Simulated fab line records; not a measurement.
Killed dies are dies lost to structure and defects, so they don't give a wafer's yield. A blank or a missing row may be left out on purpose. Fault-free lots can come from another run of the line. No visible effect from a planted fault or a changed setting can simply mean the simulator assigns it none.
fab line records    flow sfq_line
record lots=5  wafers=15  last_day=80
route steps=325 shown I0@54 M1@58
lots that met no fault: from a run of the same line without faults
start_h: hours from the record's first day to the start of the lot's first wafer shown    wait_h: hours since the lot's step before    " repeats the value in the row above    L1.1+2: several wafers, shown together as one row    - either no value or no given start    * or withheld: withheld    < > ~ a bound
route shown NAME@n: a module of which the file shows steps, and the number in the route of the first    usual: mean/standard deviation of fault-free wafers    same: alike in all rows    chamber/n: place in a boat    sites: readings site by site    _std_site: the values' standard deviation    _edge_site: inner sites' mean taken away from outer sites' mean    radius_mm: for every site, how far away it sits from the centre of the wafer    mask NAME#n: copy n    behind: the most recent tool/chamber to have shaped the wafer    hold: why the lot was held/for how many hours/how that ended    device: transistor that didn't switch, given as n, p or np    end of line: the tests these same wafers got at the end of their route    for a step that has no rows: nothing shown but its recipe    killed: dies that structure and defects cost at the first sort, which is not the same as the wafer's yield    map: per-die view of a wafer (x killed, . not killed, _ where there is no die)
set.NAME: the setting that was run; set.NAME@STEP: the one run at that earlier step    model.NAME: the simulator's own value behind a step, which no gauge read
certain route steps with their lots: each step a table, each wafer a row
services: a tool's chamber out of use, with start hour (start_h, from the record's first day; less than 0 if before it), hours out, and reason
## steps
# step SFQ_TRILAYER_I0_VIA_BARC_OPEN_VIA_ETCH_046
# recipe mask_material=PR  chemistry=O2  target_depth_nm=125  target=BARC  source_w=500  bias_w=80  pressure_mtorr=30  time_s=41.7
# usual drypump_motor_current_A=5.8/0.43  oes_product_au=0.685/0.0044
lot.wafer  tool         chamber  start_h  wait_h  drypump_motor_current_A  oes_product_au  rf_hours_counter_h
L129.3     rie_diel-01  1        371.83   0.0     6.1                      0.682           15
L129.4     "            2        "        "       5.7                      0.687           30
L129.6     "            0        "        "       6.6                      0.684           -
L133.1     rie_diel-01  1        560.79   0.0     6.2                      0.679           17
L133.2     "            2        "        "       5.7                      0.691           33
L133.5     "            2        "        "       5.7                      0.689           -
L136.1     rie_diel-03  3        583.71   0.0     5.5                      0.689           4
L136.4     "            1        "        "       5.9                      0.686           11
L136.5     "            1        "        "       5.9                      0.681           -
L138.2     rie_diel-01  3        598.11   0.0     6.0                      0.686           12
L138.4     "            0        "        "       6.6                      0.684           1
L138.6     "            2        "        "       5.6                      0.687           -
L141.1     rie_diel-01  2        648.56   0.0     5.6                      0.679           34
L141.3     "            0        "        "       6.5                      0.688           2
L141.5     "            0        "        "       6.6                      0.677           -
# step SFQ_TRILAYER_I0_VIA_ETCH_VIA_ETCH_034
# recipe target=SiO2  stop_on=Nb  mask_material=PR  taper_deg=20  chemistry=CHF3  target_depth_nm=260  source_w=500  bias_w=80  pressure_mtorr=30  time_s=withheld
# usual drypump_motor_current_A=5.8/0.43  oes_product_au=0.855/0.0052
lot.wafer  tool         chamber  start_h  wait_h  drypump_motor_current_A  oes_product_au
L129.3     rie_diel-01  1        371.87   0.0     6.2                      0.862
L129.4     "            2        "        "       5.6                      0.855
L129.6     "            0        "        "       6.6                      0.856
L133.1     rie_diel-01  1        560.83   0.0     6.2                      0.847
L133.2     "            2        "        "       5.6                      0.852
L133.5     "            2        "        "       5.6                      0.849
L136.1     rie_diel-03  3        583.75   0.0     5.5                      0.847
L136.4     "            1        "        "       6.0                      0.868
L136.5     "            1        "        "       5.9                      0.860
L138.2     rie_diel-01  3        598.15   0.0     6.0                      0.856
L138.4     "            0        "        "       6.6                      0.860
L138.6     "            2        "        "       5.7                      0.861
L141.1     rie_diel-01  2        648.60   0.0     5.6                      0.856
L141.3     "            0        "        "       6.6                      0.850
L141.5     "            0        "        "       6.5                      0.852
# step SFQ_TRILAYER_I0_VIA_STRIP_STRIP_035
# recipe gas=O2  power_w=200  platen_temp_c=40  overash_fraction=0.65  chemistry=O2  pressure_mtorr=50
# usual drypump_motor_current_A=6.0/0.45  oes_product_au=1.002/0.01
lot.wafer  tool          chamber  start_h  wait_h  drypump_motor_current_A  oes_product_au  rf_hours_counter_h
L129.3     rie_metal-03  0        372.18   -       5.5                      0.999           -
L129.4     "             1        "        "       6.1                      0.987           -
L129.6     "             1        "        "       6.1                      0.984           -
L133.1     rie_metal-01  1        560.94   -       6.3                      1.010           114
L133.2     "             0        "        "       5.3                      1.003           133
L133.5     "             0        "        "       5.3                      0.999           -
L136.1     rie_metal-01  0        583.86   -       5.3                      0.995           136
L136.4     "             1        "        "       6.3                      1.013           -
L136.5     "             1        "        "       6.3                      1.005           -
L138.2     rie_metal-02  1        598.26   -       6.3                      1.017           5
L138.4     "             1        "        "       6.3                      1.015           -
L138.6     "             1        "        "       6.3                      1.021           -
L141.1     rie_metal-01  1        648.71   -       6.3                      1.005           124
L141.3     "             0        "        "       5.3                      0.994           -
L141.5     "             1        "        "       6.3                      1.007           -
# step SFQ_TRILAYER_I0_VIA_STRIP_SOLV_CLEAN_036
# recipe chemistry=NMP  temp_c=70  time_s=600
# step SFQ_TRILAYER_M1_DEP_PRE_CLEAN_038
# recipe gas=Ar  time_s=22.5  bias_v=250
# step SFQ_TRILAYER_M1_DEP_SPUTTER_037
# recipe material=Nb  base_pressure_pa=1.33e-06  chamber_pressure_pa=0.1333  substrate_temp_c=20  resputter_cathode_voltage_v=400  target_thk_nm=200  power_w=2000  time_s=133.3
# usual throttle_valve_pct=29.5/0.57
lot.wafer  tool            chamber  start_h  wait_h  throttle_valve_pct
L129.3     pvd_sputter-03  -        372.79   0.0     29.6
L129.4     "               -        "        "       29.1
L129.6     "               -        "        "       29.0
L133.1     pvd_sputter-06  -        561.74   0.0     29.4
L133.2     "               -        "        "       29.6
L133.5     "               -        "        "       29.6
L136.1     pvd_sputter-05  -        584.70   0.0     29.1
L136.4     "               -        "        "       29.0
L136.5     "               -        "        "       28.9
L138.2     pvd_sputter-03  -        599.07   0.0     29.1
L138.4     "               -        "        "       29.5
L138.6     "               -        "        "       29.1
L141.1     pvd_sputter-03  -        649.51   0.0     29.2
L141.3     "               -        "        "       29.7
L141.5     "               -        "        "       29.2
# step SFQ_M1_RS_MEAS_909
# recipe thk_meas_gauge=four-point-probe  reads=Nb_of_TRILAYER_M1_DEP_SPUTTER_037
# usual M1_NB_RS=0.887/0.011
lot.wafer  tool           chamber  start_h  wait_h  M1_NB_RS[ohm/sq]
L129.3     film_metro-02  -        372.92   0.1     0.887
L129.4     "              -        "        "       0.889
L129.6     "              -        "        "       0.888
L133.1     film_metro-02  -        561.83   0.0     0.910
L133.2     "              -        "        "       0.902
L133.5     "              -        "        "       0.907
L136.1     film_metro-01  -        584.79   0.0     0.876
L136.4     "              -        "        "       0.887
L136.5     "              -        "        "       0.887
L138.2     film_metro-04  -        599.18   0.1     0.887
L138.4     "              -        "        "       0.900
L138.6     "              -        "        "       0.889
L141.1     film_metro-01  -        649.60   0.0     0.900
L141.3     "              -        "        "       0.919
L141.5     "              -        "        "       0.905
# step SFQ_TRILAYER_M1_LITHO_COAT_044
# recipe resist=BARC  spin_rpm=3000  resist_thk_nm=62
# step SFQ_TRILAYER_M1_LITHO_COAT_039
# recipe resist=KrF  spin_rpm=3000  resist_thk_nm=600
# step SFQ_TRILAYER_M1_LITHO_SOFTBAKE_043
# recipe temp_c=withheld  time_s=withheld  resist=KrF
# step SFQ_TRILAYER_M1_LITHO_EXPOSE_040
# recipe mask_id=M1  na=0.6  source_shape=conventional  sigma_outer=0.65  target_cd_nm=500  dose_mj=14.4
# step SFQ_TRILAYER_M1_LITHO_PEB_042
# recipe peb_temp_c=115  peb_time_s=60  resist=KrF
# usual chill_plate_temp_C=22.99/0.11
lot.wafer  tool            chamber  start_h  wait_h  chill_plate_temp_C
L129.3     litho_track-03  0        522.97   0.7     22.89
L129.4     "               0        "        "       23.06
L129.6     "               0        "        "       23.00
L133.1     litho_track-02  0        563.96   1.0     23.14
L133.2     "               0        "        "       23.00
L133.5     "               0        "        "       23.00
L136.1     litho_track-03  0        739.55   1.0     23.26
L136.4     "               0        "        "       23.17
L136.5     "               0        "        "       22.94
L138.2     litho_track-03  0        757.57   0.8     22.89
L138.4     "               0        "        "       22.95
L138.6     "               0        "        "       22.85
L141.1     litho_track-02  0        803.22   1.0     22.80
L141.3     "               0        "        "       23.02
L141.5     "               0        "        "       23.10
# step SFQ_TRILAYER_M1_LITHO_DEVELOP_041
# recipe time_s=60  resist=KrF
# step SFQ_M1_OVL_MEAS_911
# usual M1_OVL=0/6.2
lot.wafer  tool        chamber  start_h  wait_h  M1_OVL[nm]
L129.3     overlay-01  -        523.24   0.1     4
L129.4     "           -        "        "       -7
L129.6     "           -        "        "       -9
L133.1     overlay-02  -        564.26   0.1     3
L133.2     "           -        "        "       5
L133.5     "           -        "        "       8
L136.1     overlay-02  -        739.85   0.1     -9
L136.4     "           -        "        "       -2
L136.5     "           -        "        "       -12
L138.2     overlay-01  -        757.85   0.1     9
L138.4     "           -        "        "       4
L138.6     "           -        "        "       3
L141.1     overlay-02  -        803.52   0.1     9
L141.3     "           -        "        "       6
L141.5     "           -        "        "       8
# step SFQ_TRILAYER_M1_BARC_OPEN_METAL_ETCH_054
# recipe mask_material=PR  chemistry=O2  target_depth_nm=125  target=BARC  icp_w=600  bias_w=80  pressure_mtorr=10  time_s=41.7
# usual drypump_motor_current_A=6.0/0.57  oes_product_au=0.684/0.0047
lot.wafer  tool          chamber  start_h  wait_h  drypump_motor_current_A  oes_product_au  rf_hours_counter_h  model.M1.cd_nm
L129.3     rie_metal-01  0        523.28   0.0     5.4                      0.691           -                   501
L129.4     "             1        "        "       6.3                      0.679           -                   496.3
L129.6     "             0        "        "       5.3                      0.675           -                   495
L133.1     rie_metal-01  1        564.30   0.0     6.3                      0.690           114                 503.2
L133.2     "             0        "        "       5.3                      0.685           134                 501.8
L133.5     "             1        "        "       6.3                      0.685           -                   501.3
L136.1     rie_metal-01  1        739.88   0.0     6.3                      0.690           139                 499.6
L136.4     "             1        "        "       6.3                      0.685           -                   500.4
L136.5     "             1        "        "       6.3                      0.693           -                   499.9
L138.2     rie_metal-01  0        757.90   0.0     5.3                      0.686           -                   501.6
L138.4     "             0        "        "       5.3                      0.672           -                   500.7
L138.6     "             0        "        "       5.3                      0.675           -                   501.4
L141.1     rie_metal-01  1        803.56   0.0     6.3                      0.685           6                   499.5
L141.3     "             0        "        "       5.3                      0.683           -                   497.6
L141.5     "             0        "        "       5.3                      0.684           -                   497.9
# step SFQ_TRILAYER_M1_ETCH_METAL_ETCH_042
# recipe target=Nb  stop_on=SiO2  mask_material=PR  chemistry=Cl2/Ar  target_depth_nm=240  icp_w=600  bias_w=80  pressure_mtorr=10  time_s=120
# usual drypump_motor_current_A=6.0/0.57  oes_product_au=0.896/0.0071
lot.wafer  tool          chamber  start_h  wait_h  drypump_motor_current_A  oes_product_au  rf_hours_counter_h  model.M1.cd_nm
L129.3     rie_metal-01  0        523.36   0.1     5.3                      0.899           -                   502.3
L129.4     "             1        "        "       6.3                      0.894           -                   495.3
L129.6     "             0        "        "       5.3                      0.898           -                   494.5
L133.1     rie_metal-01  1        564.36   0.0     6.3                      0.888           114                 501.5
L133.2     "             0        "        "       5.3                      0.885           134                 502.9
L133.5     "             1        "        "       6.3                      0.884           -                   499.2
L136.1     rie_metal-01  1        739.94   0.0     6.3                      0.900           139                 498.9
L136.4     "             1        "        "       6.3                      0.896           -                   500.6
L136.5     "             1        "        "       6.3                      0.896           -                   500.9
L138.2     rie_metal-01  0        758.04   0.1     5.3                      0.905           -                   503.7
L138.4     "             0        "        "       5.3                      0.885           -                   503.2
L138.6     "             0        "        "       5.3                      0.897           -                   503.1
L141.1     rie_metal-01  1        803.62   0.0     6.3                      0.889           6                   498.8
L141.3     "             0        "        "       5.3                      0.877           -                   498.8
L141.5     "             0        "        "       5.3                      0.883           -                   499.7
# step SFQ_TRILAYER_M1_STRIP_STRIP_043
# recipe gas=O2  power_w=200  platen_temp_c=40  overash_fraction=0.65  chemistry=O2  pressure_mtorr=50
# usual drypump_motor_current_A=6.0/0.57  oes_product_au=1.001/0.0079
lot.wafer  tool          chamber  start_h  wait_h  drypump_motor_current_A  oes_product_au  rf_hours_counter_h
L129.3     rie_metal-01  0        523.65   0.2     5.3                      1.004           -
L129.4     "             1        "        "       6.3                      1.007           -
L129.6     "             0        "        "       5.3                      1.017           -
L133.1     rie_metal-01  1        564.48   0.1     6.3                      1.003           114
L133.2     "             0        "        "       5.3                      1.006           134
L133.5     "             1        "        "       6.3                      0.999           -
L136.1     rie_metal-01  1        740.07   0.1     6.3                      1.020           139
L136.4     "             1        "        "       6.3                      1.013           -
L136.5     "             1        "        "       6.3                      1.016           -
L138.2     rie_metal-01  0        758.45   0.4     5.3                      1.006           -
L138.4     "             0        "        "       5.3                      1.008           -
L138.6     "             0        "        "       5.3                      0.993           -
L141.1     rie_metal-01  1        803.74   0.1     6.3                      1.002           7
L141.3     "             0        "        "       5.3                      1.000           -
L141.5     "             0        "        "       5.3                      0.990           -
## services
tool            chamber  start_h  hours  kind
rie_diel-03     2        379.52   2.4    repair
rie_metal-02    -        396.56   2.8    pm
pvd_sputter-06  -        401.27   8.7    repair
rie_diel-03     0        425.71   9.6    repair
rie_diel-01     2        427.32   7.7    repair
rie_diel-03     2        437.08   4.4    repair
rie_diel-01     3        442.46   4.9    repair
rie_metal-03    1        468.06   10.1   repair
rie_metal-03    -        478.28   2.8    pm
rie_metal-02    0        506.13   10.4   repair
pvd_sputter-03  -        509.55   9.8    repair
pvd_sputter-05  -        512.93   1.0    repair
rie_metal-02    -        525.75   0.8    repair
pvd_sputter-06  -        559.86   0.5    repair
pvd_sputter-06  -        595.51   1.8    repair
pvd_sputter-06  -        595.78   4.9    repair
rie_diel-01     3        606.85   7.2    repair
pvd_sputter-03  -        670.81   0.9    repair
rie_metal-01    0        675.31   -      clean
pvd_sputter-03  -        708.55   1.2    repair
rie_metal-02    -        748.12   1.8    repair
rie_metal-01    -        773.27   1.3    repair
rie_diel-03     0        774.24   5.5    repair
rie_metal-01    -        793.44   0.4    repair
## key
first_sign none at tools or gauges
model_effect step=SFQ_TRILAYER_M1_BARC_OPEN_METAL_ETCH_054  value=M1.cd_nm  without=501.4  struck=495.6
model_effect step=SFQ_TRILAYER_M1_ETCH_METAL_ETCH_042  value=M1.cd_nm  without=500.7  struck=494.9
met_at SFQ_TRILAYER_M1_LITHO_PEB_042
struck_wafers L129.4,L129.6
fault kind=process_parameter_drift  tool=litho_track-03  chamber=-  onset_h=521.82  steps=SFQ_TRILAYER_M1_LITHO_PEB_042  channel=peb_time_s  offset=*  shape=step  end_h=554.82  scope=struck_wafers_only  acts_in=*  stated=*
